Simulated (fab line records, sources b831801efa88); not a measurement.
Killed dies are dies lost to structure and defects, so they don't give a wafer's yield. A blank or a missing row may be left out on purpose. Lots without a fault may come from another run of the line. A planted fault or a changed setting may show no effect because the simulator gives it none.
A struck lot beside a sound one | flow sky130 | 16 steps out of a route of 708
Sound: wafers L394.4, L394.5, L394.6. Struck: wafers L400.2, L400.3, L400.6. The cause comes at the end.
At each step with rows: each side's tool, then ch and its chambers, then its first start. Under that, the readings that differ: sound wafers | struck wafers | difference of the means | sigmas: that difference in standard deviations of wafers without a fault.
alike: readings whose means differ by less than 2 such deviations, and words and numbers that are the same on both sides. not compared: withheld readings, readings that some wafer has no value for, bounds like >300 that may hide the same value, and numbers for which the record gives no deviation and whose values overlap.
The two part at a step that has a row with sigmas, a row that says differs or no value, or rows on one side only. Numbers that don't overlap but have no deviation are shown without sigmas and don't part them. A reading that every wafer of one side lacks parts them only if that side has two wafers or more.

first, 9 steps without rows for these wafers: SKY_CAP2M_CLEAN_17 (cleans in O3/DIW); SKY_METAL4_DEHYDRATE_05 (time 60 s); SKY_METAL4_HMDS_06 (prime time 60 s); SKY_METAL4_COAT_07 (resist thk 60 nm); SKY_METAL4_COAT_08 (resist thk 1140 nm); SKY_METAL4_SOFTBAKE_09 (time 90 s); SKY_METAL4_EXPOSE_10 (exposes mask MM4, target cd 300 nm); SKY_METAL4_PEB_11; SKY_METAL4_DEVELOP_12 (develop time 60 s).
SKY_METAL4_CD_MEAS_13: target cd 300 nm.
  sound on cd_sem-01, day 42 06:44; struck on cd_sem-02, day 44 19:31
  alike: cd_nm
SKY_METAL4_OVL_MEAS_14:
  sound on overlay-02, day 42 06:49; struck on overlay-02, day 44 19:38
  alike: METAL4_OVL
SKY_METAL4_DESCUM_15: chemistry O2, time 8 s.
  sound on rie_metal-03 ch 0,1, day 42 06:50; struck on rie_metal-01 ch 0,1, day 44 19:40
  alike: drypump_motor_current_A, oes_product_au
  not compared: rf_hours_counter_h
SKY_METAL4_ETCH_16: etches BARC in N2/H2, stops on SiO2, time 88.2 s, target depth 60 nm.
  sound on rie_metal-03 ch 0,1, day 42 06:53; struck on rie_metal-01 ch 0,1, day 44 19:41
  reading                                | sound             | struck            | difference | sigmas
  rf_fwd_power_W (W)                     | 497.9 495.9 496.0 | 572.2 574.5 576.0 | +77.6      | +49
  model.SiO2_of_CAP2M_CVD_00.thk_nm (nm) | 15.45 15.58 15.48 | 15.1 15.11 15.03  | -0.4       |
  alike: drypump_motor_current_A, oes_product_au, throttle_valve_pct
  not compared: rf_hours_counter_h, model.KrF-thick_of_METAL4_COAT_08.thk_nm
SKY_METAL4_ETCH_17: etches SiO2 in C4F8/O2/Ar, stops on TiN, time 3.9 s, target depth 15 nm.
  sound on rie_diel-02 ch 1,2, day 42 06:57; struck on rie_diel-03 ch 0,1,3, day 44 19:47
  reading                  | sound             | struck           | difference | sigmas
  model.etch.depth_nm (nm) | 15.45 15.58 15.48 | 15.1 15.11 15.03 | -0.4       |
  alike: oes_product_au, rf_fwd_power_W
  not compared: rf_hours_counter_h
SKY_METAL4_METAL_ETCH_18: etches the open film in Cl2/BCl3, stops on SiO2, target depth 845 nm, time 183.1 s.
  sound on rie_metal-02 ch 0,1, day 42 07:02; struck on rie_metal-02 ch 0,1, day 44 19:48
  alike: drypump_motor_current_A, oes_product_au, rf_fwd_power_W, throttle_valve_pct
  not compared: rf_hours_counter_h
-- the record jumps here: 3 days lie between the struck wafers' starts before and after (it left off in module METAL4 and takes up again in module PAD_OPEN, whose first step shown is number 708 of the route) --
SKY_PAD_OPEN_PROBE_99:
  sound on prober-01, day 46 04:48; struck on prober-02, day 48 01:55
  reading             | sound   | struck   | difference | sigmas
  killed_at_front_end | 15 11 5 | 22 14 26 | +10        | +2
  alike: defect_limited_yield, killed_at_M0_to_M3, killed_at_M4_up, killed_at_contacts, killed_at_other, killed_dies, killed_open, killed_short, sort_bin_3_pad_short, sort_bin_5_function, sort_bin_6_memory, sort_n_pass, sort_yield_pct

WHERE THEY PART
First at SKY_METAL4_ETCH_16; last, within this record, at SKY_PAD_OPEN_PROBE_99.

WHY: what the simulator had put in
Process parameter drift: rie_metal-01, from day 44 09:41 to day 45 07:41, at SKY_METAL4_ETCH_16. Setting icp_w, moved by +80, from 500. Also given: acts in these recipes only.
